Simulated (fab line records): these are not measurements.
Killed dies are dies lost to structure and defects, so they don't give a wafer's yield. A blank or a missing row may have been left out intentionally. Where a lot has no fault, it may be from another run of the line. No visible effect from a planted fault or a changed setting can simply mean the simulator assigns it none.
The same fault as seen by 2 desks | flow gf180mcu | numbers are kept per desk, each desk with only its own; the story behind them comes last

== FROM THE METROLOGY DESK ==
What the gauges read, lot by lot, whatever tool the lot ran on: means of the sampled wafers that have a number. Any lot whose mean is over 4 standard deviations away from the usual mean is out of limits and marked OUT; that distance is given in the brackets.
Columns: A = V5_OVL at GF_V5_OVL_MEAS_15, usual -3 nm; B = TOP_METAL_ALCU_RS at GF_TOP_METAL_RS_MEAS_05, usual 0.0326 ohm/sq; C = TOP_METAL_ALCU_THK at GF_TOP_METAL_THK_MEAS_06, usual 907 nm
lot  | first seen here | A   | B                | C
L394 | day 27 16:13    | -3  | 0.0330           | 893
L396 | day 28 11:08    | 5   | 0.0327           | 897
L397 | day 28 17:17    | -3  | 0.0327           | 906
L398 | day 29 01:56    | -9  | 0.0324           | 911
L401 | day 29 18:38    | -2  | 0.0325           | 904
L403 | day 30 12:32    | -6  | 0.0328           | 897
L404 | day 30 20:05    | -4  | 0.0325           | 913
L407 | day 31 17:45    | -4  | 0.0284 (-12) OUT | 1095 (+16) OUT
L408 | day 31 20:41    | -2  | 0.0329           | 895
L410 | day 32 10:39    | -4  | 0.0327           | 898
L412 | day 32 17:05    | -12 | 0.0326           | 916
This desk's finding: out of limits on L407; first on L407, day 31 19:26 (TOP_METAL_ALCU_RS at GF_TOP_METAL_RS_MEAS_05). Within limits: L394, L396, L397, L398, L401, L403, L404, L408, L410, L412.

== THE TOOL OWNER'S DESK: pvd_sputter-04 ==
The tool's own readings at GF_TOP_METAL_SPUTTER_02 (material AlCu, target thk 900 nm, time 47.82 s): means of the sampled wafers that have a number, for each lot that ran on this tool. Any lot whose mean is over 4 standard deviations away from the usual mean is out of limits and marked OUT; that distance is given in the brackets.
Columns: A = throttle_valve_pct at GF_TOP_METAL_SPUTTER_02, usual 30.4 %
lot  | first seen here | A
L396 | day 28 13:01    | 30.6
L397 | day 28 19:11    | 30.6
L398 | day 29 03:29    | 31.8
L404 | day 30 21:37    | 31.0
L407 | day 31 19:17    | 29.8
This desk's verdict: no lot among the 5 shows anything out of limits.

== ALL TOGETHER ==
The metrology desk could have raised an alarm at day 31 19:26, on L407.
The desk of the tool owner found nothing out of limits.
Tool owner's desk: L407 on record, inside its limits.
All the named lots went through GF_TOP_METAL_SPUTTER_02 on pvd_sputter-04.

== WHAT THE SIMULATOR HAD PUT IN ==
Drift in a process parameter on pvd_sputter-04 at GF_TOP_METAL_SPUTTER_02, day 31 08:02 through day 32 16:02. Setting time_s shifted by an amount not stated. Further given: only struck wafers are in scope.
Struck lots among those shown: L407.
Hours from the fault's start to each desk's first reading out of limits: the metrology desk, 11.
